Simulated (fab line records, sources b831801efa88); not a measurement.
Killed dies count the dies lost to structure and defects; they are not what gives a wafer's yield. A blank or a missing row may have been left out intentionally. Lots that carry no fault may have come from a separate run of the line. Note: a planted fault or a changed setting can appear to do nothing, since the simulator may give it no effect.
fab line records	flow sky130
[record] lots = 12	wafers = 36	lastDay = 50
route steps=708 shown LDD_LDN@296 POLY_CUT@316 SD_P@322 LI_CONTACT@376
lots with no fault: from the same line, run without faults
startH: hours from the record's first day to the start of the lot's first wafer shown	waitH: time in hours since the lot's previous step	" identical to the entry in the row above	L1.1+2: several wafers, shown together as one row	- either no value or no given start	* or withheld: withheld	< > ~ a bound
route shown NAME@n: names a module that has steps shown in the file, with the first one's number in the route	usual: mean/standard deviation taken from wafers without a fault	same: alike in all rows	chamber/n: place in a boat	sites: the reading at each site	_std_site: the values' standard deviation	_edge_site: the outer-site mean with the inner-site mean subtracted	radiusMm: how far each site lies from the wafer's centre	mask NAME#n: copy n	behind: the most recent tool/chamber to have shaped the wafer	hold: why the lot was held/for how many hours/how that ended	device: names the non-switching transistor (n, p or np)	end of line: at the end of the route, the tests of the same wafers	where a step has no rows: the recipe by itself	killed: not the wafer's yield, but the dies lost to structure and defects at the first sort	map: per-die view of a wafer (x killed, . not killed, _ where there is no die)
set.NAME: the run value of the setting; set.NAME@STEP: its run value at that earlier step	model.NAME: the simulator's own value behind a step, which no gauge read
the route's steps for a sample of lots (tables are steps, rows are wafers)
services: a tool's chamber out of use, with start hour (startH, from the record's first day; less than 0 if before it), hours out, and reason
[[steps]]
[step SKY_LDD_LDN_OVL_MEAS_07]
[usual] LDD_LDN_OVL = -0.3/1.5
lot.wafer	tool	chamber	startH	waitH	LDD_LDN_OVL[nm]
L524.4	overlay-01	-	531.53	0.1	-2.3
L524.5	"	-	"	"	0.6
L524.6	"	-	"	"	0.8
L525.3	overlay-01	-	539.48	0.1	0.1
L525.4	"	-	"	"	-1.4
L525.6	"	-	"	"	-1.7
L528.2	overlay-01	-	576.22	0.1	-2.5
L528.3	"	-	"	"	-3.6
L528.6	"	-	"	"	-2.4
L529.1	overlay-01	-	579.62	0.1	2.2
L529.3	"	-	"	"	3.9
L529.4	"	-	"	"	2.4
L533.3	overlay-02	-	611.08	0.1	0.3
L533.4	"	-	"	"	1.0
L533.6	"	-	"	"	0.4
L534.1	overlay-01	-	619.12	0.1	1.3
L534.3	"	-	"	"	-1.1
L534.5	"	-	"	"	-0.6
L538.2	overlay-02	-	647.72	0.1	-3.6
L538.3	"	-	"	"	-4.2
L538.6	"	-	"	"	-2.9
L541.3	overlay-01	-	679.73	0.1	0.7
L541.4	"	-	"	"	1.7
L541.6	"	-	"	"	1.1
L542.1	overlay-02	-	684.52	0.1	-4.0
L542.5	"	-	"	"	-1.4
L542.6	"	-	"	"	-2.5
L543.1	overlay-02	-	690.71	0.1	-0.2
L543.2	"	-	"	"	0.3
L543.3	"	-	"	"	1.7
L545.2	overlay-02	-	704.47	0.1	-0.1
L545.4	"	-	"	"	-2.0
L545.6	"	-	"	"	0.6
L546.1	overlay-01	-	711.02	0.1	0.0
L546.3	"	-	"	"	1.3
L546.6	"	-	"	"	-0.6
[step SKY_POLY_CUT_OVL_MEAS_09]
[usual] POLY_CUT_OVL = -1/5.2
lot.wafer	tool	chamber	startH	waitH	POLY_CUT_OVL[nm]
L524.4	overlay-02	-	564.82	0.1	1
L524.5	"	-	"	"	0
L524.6	"	-	"	"	6
L525.3	overlay-01	-	573.30	0.1	-5
L525.4	"	-	"	"	-11
L525.6	"	-	"	"	2
L528.2	overlay-02	-	607.64	0.1	3
L528.3	"	-	"	"	-1
L528.6	"	-	"	"	0
L529.1	overlay-02	-	611.95	0.1	1
L529.3	"	-	"	"	-7
L529.4	"	-	"	"	-12
L533.3	overlay-02	-	642.80	0.1	1
L533.4	"	-	"	"	-1
L533.6	"	-	"	"	3
L534.1	overlay-02	-	651.19	0.1	3
L534.3	"	-	"	"	0
L534.5	"	-	"	"	3
L538.2	overlay-01	-	678.61	0.1	-12
L538.3	"	-	"	"	-1
L538.6	"	-	"	"	-2
L541.3	overlay-01	-	710.07	0.1	7
L541.4	"	-	"	"	2
L541.6	"	-	"	"	5
L542.1	overlay-02	-	715.35	0.1	5
L542.5	"	-	"	"	0
L542.6	"	-	"	"	5
L543.1	overlay-02	-	722.14	0.1	6
L543.2	"	-	"	"	-5
L543.3	"	-	"	"	-2
L545.2	overlay-01	-	734.09	0.1	5
L545.4	"	-	"	"	-2
L545.6	"	-	"	"	4
L546.1	overlay-01	-	741.48	0.1	-4
L546.3	"	-	"	"	-1
L546.6	"	-	"	"	-4
[step SKY_SD_P_COAT_02]
[recipe] resist = NOVOLAK	spinRpm = 3000	resistThkNm = 1140
lot.wafer	tool	chamber	startH	waitH
L524.4+5+6	lithoTrack-02	0	579.35	0.1
L525.3+4+6	lithoTrack-04	0	586.77	0.1
L528.2+3+6	lithoTrack-03	0	621.94	0.1
L529.1+3+4	lithoTrack-03	0	626.02	0.1
L533.3+4+6	lithoTrack-02	0	657.43	0.1
L534.1+3+5	lithoTrack-03	0	666.22	0.1
L538.2+3+6	lithoTrack-02	0	693.05	0.1
L541.3+4+6	lithoTrack-02	0	723.93	0.1
L542.1+5+6	lithoTrack-04	0	729.47	0.1
L543.1+2+3	lithoTrack-02	0	735.63	0.1
L545.2+4+6	lithoTrack-02	0	747.90	0.1
L546.1+3+6	lithoTrack-03	0	755.47	0.1
[step SKY_SD_P_CD_MEAS_07]
[recipe] targetCdNm = 380
[usual] cdNm = 380.4/2.5
lot.wafer	tool	chamber	startH	waitH	cdNm
L524.4	cdSem-01	-	594.48	0.1	382.9
L524.5	"	-	"	"	381.2
L524.6	"	-	"	"	381.5
L525.3	cdSem-01	-	601.91	0.1	383.3
L525.4	"	-	"	"	380.9
L525.6	"	-	"	"	380.2
L528.2	cdSem-02	-	637.49	0.1	381.1
L528.3	"	-	"	"	380.2
L528.6	"	-	"	"	379.2
L529.1	cdSem-01	-	640.72	0.1	383.7
L529.3	"	-	"	"	381.5
L529.4	"	-	"	"	415.3
L533.3	cdSem-01	-	672.03	0.2	380.6
L533.4	"	-	"	"	377.2
L533.6	"	-	"	"	376.9
L534.1	cdSem-02	-	679.87	0.1	377.7
L534.3	"	-	"	"	377.4
L534.5	"	-	"	"	413.5
L538.2	cdSem-02	-	707.74	0.1	382.6
L538.3	"	-	"	"	381.0
L538.6	"	-	"	"	380.8
L541.3	cdSem-02	-	737.41	0.1	381.7
L541.4	"	-	"	"	378.8
L541.6	"	-	"	"	381.6
L542.1	cdSem-01	-	743.32	0.1	385.4
L542.5	"	-	"	"	383.6
L542.6	"	-	"	"	383.4
L543.1	cdSem-01	-	750.02	0.1	376.7
L543.2	"	-	"	"	376.5
L543.3	"	-	"	"	378.9
L545.2	cdSem-01	-	761.35	0.1	375.9
L545.4	"	-	"	"	377.1
L545.6	"	-	"	"	377.4
L546.1	cdSem-02	-	768.68	0.1	380.0
L546.3	"	-	"	"	379.0
L546.6	"	-	"	"	379.0
[step SKY_SD_P_STRIP_10]
[recipe] chemistry = O2/N2	powerW = 1400	pressureMtorr = 1500	platenTempC = withheld	o2FlowSccm = 3000	n2FlowSccm = 300	overashFraction = 0.5
[usual] drypumpMotorCurrentA = 5.7/0.56	oesProductAu = 0.618/0.005	stripTimeToEndpointS = 17.52/0.037
[same] overashFraction = 0.5
lot.wafer	tool	chamber	startH	waitH	drypumpMotorCurrentA	oesProductAu	rfHoursCounterH	stripTimeToEndpointS
L524.4	plasmaAsher-01	0	594.76	0.1	6.6	0.616	-	17.54
L524.5	"	1	"	"	5.4	0.621	-	17.52
L524.6	"	0	"	"	6.5	0.623	-	17.56
L525.3	plasmaAsher-01	0	602.21	0.1	6.6	0.625	-	17.49
L525.4	"	1	"	"	5.4	0.612	-	17.48
L525.6	"	1	"	"	5.4	0.618	-	17.53
L528.2	plasmaAsher-03	1	637.77	0.1	5.3	0.617	82	17.49
L528.3	"	0	"	"	6.5	0.625	-	17.49
L528.6	"	1	"	"	5.4	0.616	-	17.47
L529.1	plasmaAsher-04	0	641.02	0.1	5.3	0.627	95	17.50
L529.3	"	1	"	"	5.3	0.611	-	17.52
L529.4	"	0	"	"	5.3	0.596	-	13.80
L533.3	plasmaAsher-01	0	672.33	0.1	6.5	0.616	-	17.51
L533.4	"	1	"	"	5.4	0.621	-	17.54
L533.6	"	1	"	"	5.4	0.612	-	17.54
L534.1	plasmaAsher-01	0	680.17	0.1	6.5	0.614	56	17.51
L534.3	"	0	"	"	6.6	0.615	-	17.50
L534.5	"	0	"	"	6.5	0.582	-	13.79
L538.2	plasmaAsher-01	1	708.02	0.1	5.4	0.619	59	17.55
L538.3	"	1	"	"	5.4	0.625	-	17.56
L538.6	"	0	"	"	6.6	0.613	-	17.59
L541.3	plasmaAsher-03	0	737.71	0.1	6.5	0.617	-	17.55
L541.4	"	1	"	"	5.3	0.635	-	17.53
L541.6	"	1	"	"	5.3	0.612	-	17.60
L542.1	plasmaAsher-01	0	743.62	0.1	6.6	0.623	61	17.54
L542.5	"	0	"	"	6.6	0.618	-	17.54
L542.6	"	1	"	"	5.4	0.615	-	17.51
L543.1	plasmaAsher-03	0	750.32	0.1	6.5	0.624	94	17.54
L543.2	"	1	"	"	5.3	0.614	94	17.50
L543.3	"	0	"	"	6.5	0.619	-	17.51
L545.2	plasmaAsher-04	1	761.64	0.1	5.3	0.618	1	17.49
L545.4	"	0	"	"	5.3	0.617	-	17.52
L545.6	"	1	"	"	5.3	0.613	-	17.46
L546.1	plasmaAsher-04	0	768.99	0.1	5.3	0.627	2	17.51
L546.3	"	1	"	"	5.3	0.624	-	17.49
L546.6	"	0	"	"	5.3	0.617	-	17.49
[step SKY_LI_CONTACT_ETCH_14]
[recipe] chemistry = N2/H2	target = BARC	ionEnergyEv = 200	sourceW = 500	biasW = 100	pressureMtorr = 30	n2FlowSccm = 100	h2FlowSccm = 200	stopOn = SiO2	timeS = 45.9	targetDepthA = 600
[usual] drypumpMotorCurrentA = 5.8/0.34	oesProductAu = 0.854/0.0054	throttleValvePct = 13.226/0.0085
lot.wafer	tool	chamber	startH	waitH	drypumpMotorCurrentA	oesProductAu	rfHoursCounterH	throttleValvePct
L524.4	rieDiel-03	3	684.14	0.0	6.2	0.854	9	13.232
L524.5	"	2	"	"	5.3	0.853	-	13.229
L524.6	"	3	"	"	6.3	0.852	-	13.235
L525.3	rieDiel-01	2	689.82	0.0	6.0	0.850	15	13.226
L525.4	"	0	"	"	6.2	0.865	7	13.224
L525.6	"	3	"	"	5.5	0.851	-	13.224
L528.2	rieDiel-01	0	724.37	0.0	6.2	0.850	8	13.229
L528.3	"	3	"	"	5.5	0.863	12	13.221
L528.6	"	2	"	"	5.9	0.851	-	13.206
L529.1	rieDiel-02	2	728.54	0.0	5.8	0.853	4	13.228
L529.3	"	3	"	"	5.7	0.852	2	13.237
L529.4	"	3	"	"	5.7	0.861	-	13.213
L533.3	rieDiel-02	0	759.27	0.0	5.1	0.859	4	13.229
L533.4	"	1	"	"	5.7	0.851	5	13.243
L533.6	"	1	"	"	5.7	0.854	-	13.222
L534.1	rieDiel-02	0	766.02	0.0	5.1	0.862	4	13.226
L534.3	"	2	"	"	5.8	0.857	5	13.231
L534.5	"	1	"	"	5.7	0.850	-	13.221
L538.2	rieDiel-01	1	791.27	0.0	6.2	0.855	13	13.214
L538.3	"	0	"	"	6.2	0.848	9	13.227
L538.6	"	1	"	"	6.2	0.852	-	13.231
L541.3	rieDiel-03	1	819.57	0.0	5.6	0.857	33	13.235
L541.4	"	2	"	"	5.3	0.852	-	13.219
L541.6	"	1	"	"	5.6	0.850	-	13.229
L542.1	rieDiel-03	2	824.07	0.0	5.3	0.855	5	13.227
L542.5	"	0	"	"	6.0	0.851	-	13.220
L542.6	"	2	"	"	5.3	0.854	-	13.228
L543.1	rieDiel-03	0	832.04	0.0	6.0	0.852	25	13.221
L543.2	"	3	"	"	6.2	0.859	12	13.206
L543.3	"	1	"	"	5.6	0.852	34	13.231
L545.2	rieDiel-03	2	842.42	0.0	5.3	0.851	6	13.212
L545.4	"	2	"	"	5.3	0.846	-	13.235
L545.6	"	0	"	"	6.0	0.851	-	13.203
L546.1	rieDiel-01	3	848.74	0.0	5.5	0.859	15	13.230
L546.3	"	1	"	"	6.2	0.852	15	13.234
L546.6	"	1	"	"	6.2	0.842	-	13.242
[[services]]
tool	chamber	startH	hours	kind
rieDiel-01	0	573.92	11.8	repair
rieDiel-02	3	589.46	20.1	repair
rieDiel-03	2	599.45	14.4	repair
plasmaAsher-04	-	654.46	0.6	repair
rieDiel-02	1	657.53	8.8	repair
rieDiel-01	3	671.04	12.9	repair
rieDiel-03	3	684.85	4.5	repair
rieDiel-03	3	691.20	8.6	repair
plasmaAsher-04	-	702.76	2.8	pm
rieDiel-02	1	714.07	28.0	repair
plasmaAsher-01	-	719.23	14.6	pm
rieDiel-02	-	726.06	2.4	repair
plasmaAsher-04	-	733.75	9.0	pm
plasmaAsher-01	-	733.80	2.8	pm
rieDiel-03	-	743.50	0.1	repair
plasmaAsher-04	-	750.63	6.0	repair
rieDiel-03	-	758.72	2.8	pm
rieDiel-02	0	766.56	3.0	repair
plasmaAsher-03	-	768.12	8.2	repair
plasmaAsher-03	-	783.98	2.8	pm
rieDiel-03	-	789.53	14.6	pm
rieDiel-03	3	811.32	18.7	repair
rieDiel-02	0	837.71	29.9	repair
rieDiel-03	-	841.62	0.8	repair
[[key]]
[firstSign] step = SKY_SD_P_CD_MEAS_07	reading = cdNm	direction = up	sigmas = 13	usual = 380.4	struck = 414.4
[effect] step = SKY_SD_P_STRIP_10	reading = stripTimeToEndpointS	direction = down	sigmas = 99+	usual = *	struck = *
metAt SKY_SD_P_COAT_02
struckLots L529,L534
struckWafers L529.4,L534.5
testerLeftOut L529,L534
notActingAt SKY_LDD_LDN_OVL_MEAS_07,SKY_POLY_CUT_OVL_MEAS_09,SKY_LI_CONTACT_ETCH_14
onsetBetween 621.94 626.02
[fault] kind = processParameterDrift	tool = lithoTrack-03	chamber = -	onsetH = 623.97	steps = SKY_SD_P_COAT_02	channel = resistThkNm	offset = -324.34	shape = step	endH = 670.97	scope = struckWafersOnly	actsIn = theseRecipesOnly	stated = 1140
// testerLeftOut: of these lots the tester's yield and bins aren't shown, on N5 and GAA mostly nor the transistor test; their killed dies are dies lost to structure and defects alone, not to doping, threshold or leakage, so they don't give the yield
